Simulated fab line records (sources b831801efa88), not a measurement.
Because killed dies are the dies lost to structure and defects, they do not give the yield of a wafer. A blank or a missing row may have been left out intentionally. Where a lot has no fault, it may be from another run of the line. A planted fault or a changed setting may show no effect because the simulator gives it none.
A struck lot beside a sound one || flow gf180mcu || 19 out of 602 route steps
Sound: the wafers L293.2, L293.4, L293.5. Struck: wafer L302.1 (L302.4, L302.5, from the same lot, were not struck and are left out); the cause is given at the end.
Order at every step that has rows: each side's tool, ch and its chambers, its first start. Under that, the readings that differ: sound wafers || struck wafers || difference of the means || sigmas: that difference in standard deviations of wafers without a fault.
alike: readings whose means differ by less than 2 such deviations, and words and numbers that are the same on both sides. not compared: withheld readings, readings that some wafer has no value for, bounds like >300 that may hide the same value, and numbers for which the record gives no deviation and whose values overlap.
Wherever a step has rows on one side only, a row that says differs or no value, or a row with sigmas, the two part there. When numbers do not overlap yet have no deviation, they are printed without sigmas and do not part them. Lack of a reading on every wafer of one side parts them only where that side has two or more wafers.

first, 4 steps without rows for these wafers: GF_DNWELL_EXPOSE_04 (exposes mask DNWELL, target cd 1700 nm); GF_DNWELL_PEB_05; GF_DNWELL_DEVELOP_06 (develop time 60 s); GF_DNWELL_IMPLANT_07.
GF_DNWELL_STRIP_08: strips in O2/N2.
  sound on plasma-asher-01 ch 0,1, day 5 16:18; struck on plasma-asher-01 ch 0, day 7 14:00
{"reading": "oes-product-au (a.u.)", "sound": "0.726 0.727 0.725", "struck": 0.716, "difference": -0.010, "sigmas": -2}
  alike: drypump-motor-current-A, heater-power-w, strip-time-to-endpoint-s
  not compared: rf-hours-counter-h
GF_DNWELL_TW_MEAS_09:
  sound: film-metro-04 at day 5 16:25; struck: film-metro-02 at day 7 14:06
  alike: DNWELL_TW
then, 6 steps without rows for these wafers: GF_NWELL_DEHYDRATE_00 (time 60 s); GF_NWELL_HMDS_01 (prime time 60 s); GF_NWELL_COAT_02 (resist thk 3000 nm); GF_NWELL_SOFTBAKE_03; GF_NWELL_EXPOSE_04 (exposes mask Nwell, target cd 860 nm); GF_NWELL_PEB_05.
GF_NWELL_DEVELOP_06: develop time 60 s.
  sound on litho-track-04 ch 0, day 6 07:00; struck on litho-track-03 ch 0, day 8 06:00
  alike: exhaust-pa, resist-line-temp-C
GF_NWELL_OVL_MEAS_07:
  sound: overlay-02 at day 6 07:27; struck: overlay-01 at day 8 06:10
  not compared: NWELL_OVL
then, 2 steps without rows for these wafers: GF_NWELL_IMPLANT_08; GF_NWELL_IMPLANT_09.
GF_NWELL_STRIP_10: strips in O2/N2.
  sound on plasma-asher-04 ch 1, day 6 07:47; struck on plasma-asher-02 ch 1, day 8 06:30
  alike: drypump-motor-current-A, heater-power-w, oes-product-au, strip-time-to-endpoint-s
  not compared: rf-hours-counter-h
GF_NWELL_TW_MEAS_11:
  sound: film-metro-02 at day 6 07:53; struck: film-metro-02 at day 8 06:50
{"reading": "NWELL_TW", "sound": "1595 1586 1595", "struck": 31, "difference": -1561, "sigmas": "-99 or more"}
  not compared: hold
-- the record jumps here: 27 days lie between the struck wafers' starts before and after (it left off in module NWELL and takes up again in module PASSIVATION, whose first step shown is number 602 of the route) --
GF_PASSIVATION_PROBE_99:
  rows exist in the record for the struck wafers here (prober-01, day 34 22:38), but not for the sound ones

== WHERE THEY PART ==
Last at GF_PASSIVATION_PROBE_99 as far as this record goes, first at GF_DNWELL_STRIP_08.

WHY: whatever the simulator had introduced
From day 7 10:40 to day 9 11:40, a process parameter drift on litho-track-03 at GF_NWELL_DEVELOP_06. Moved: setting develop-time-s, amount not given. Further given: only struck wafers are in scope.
